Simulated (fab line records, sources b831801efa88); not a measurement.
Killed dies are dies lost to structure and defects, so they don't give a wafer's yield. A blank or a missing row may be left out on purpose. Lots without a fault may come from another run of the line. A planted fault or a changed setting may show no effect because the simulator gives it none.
Problem report in the 8D (eight disciplines) form, filled by code | flow sky130 | the parts of the form that need people (team, actions taken, sign-off) are left out

1. THE PROBLEM
heater_power_total_W at SKY_LDD_HVP_SOFTBAKE_03 reads a mean of 55.59 W on 6 wafers of 2 lots; wafers without a fault read 56.59 W with a standard deviation of 0.04. That is -25 standard deviations from the usual mean.
The step: time 60 s.
First seen on wafer L650.1, day 27 04:18, on litho_track-01. The record holds 39 wafers of 13 lots with a number at this step. Rule for "out", or "out of limits": more than 4 standard deviations from the usual mean. The other wafers with a number count as sound.

2. WHAT IT IS AND WHAT IT IS NOT
question                    | is                                 | is not
which readings at this step | heater_power_total_W, plate_temp_C | -
which lots                  | L649, L650                         | L632, L633, L634, L635, L639, L644, L645, L652, L653, L654, L655
which wafers of those lots  | all that have a number             | -
read on which tools         | litho_track-01                     | litho_track-02, litho_track-04
when                        | from day 27 04:18                  | up to then (21 sound wafers); but 12 sound wafers of L652, L653, L654, L655 came after

3. SUSPECTS, AND WHAT RULES EACH OUT
Counting: a tool at a process step up to the reading stays a suspect if it ran every lot that is out and no sound lot after the first of them.
- litho_track-01 at SKY_LDD_HVP_SOFTBAKE_03 (time 60 s): kept. It ran every lot that is out, first L650 (day 27 04:18), and no sound lot after that; its last sound lot up to then is L633 (day 21 14:02). Its own readings are out on those wafers: heater_power_total_W, plate_temp_C.
Left after counting: litho_track-01 at SKY_LDD_HVP_SOFTBAKE_03.

4. THE CAUSE (what the simulator had put in)
Process parameter drift: litho_track-01, from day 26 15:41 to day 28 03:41, at SKY_LDD_HVP_SOFTBAKE_03. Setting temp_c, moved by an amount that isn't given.
Counting left only this tool.

5. THE CHAIN OF EFFECTS, in route order
Each row: a reading whose mean over the struck wafers that have a number lies more than 3 standard deviations from the usual. Only readings for which the record gives a usual standard deviation are gone through. hours: the time from each lot's start at the first step in this table that gives one to its start at this step, as a median over the lots. sigmas: the change in usual standard deviations.
hours | step                    | reading              | usual   | on struck wafers | change | sigmas
0     | SKY_LDD_HVP_SOFTBAKE_03 | heater_power_total_W | 56.59 W | 55.59            | -1.00  | -25
0     | SKY_LDD_HVP_SOFTBAKE_03 | plate_temp_C         | 89.99 C | 88.86            | -1.13  | -8.7
The process steps in it:
- SKY_LDD_HVP_SOFTBAKE_03: time 60 s.

6. WHAT WOULD HAVE CAUGHT IT SOONER
In this record the first reading out of limits was taken at day 27 04:18, 13 hours after the fault began at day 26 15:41.
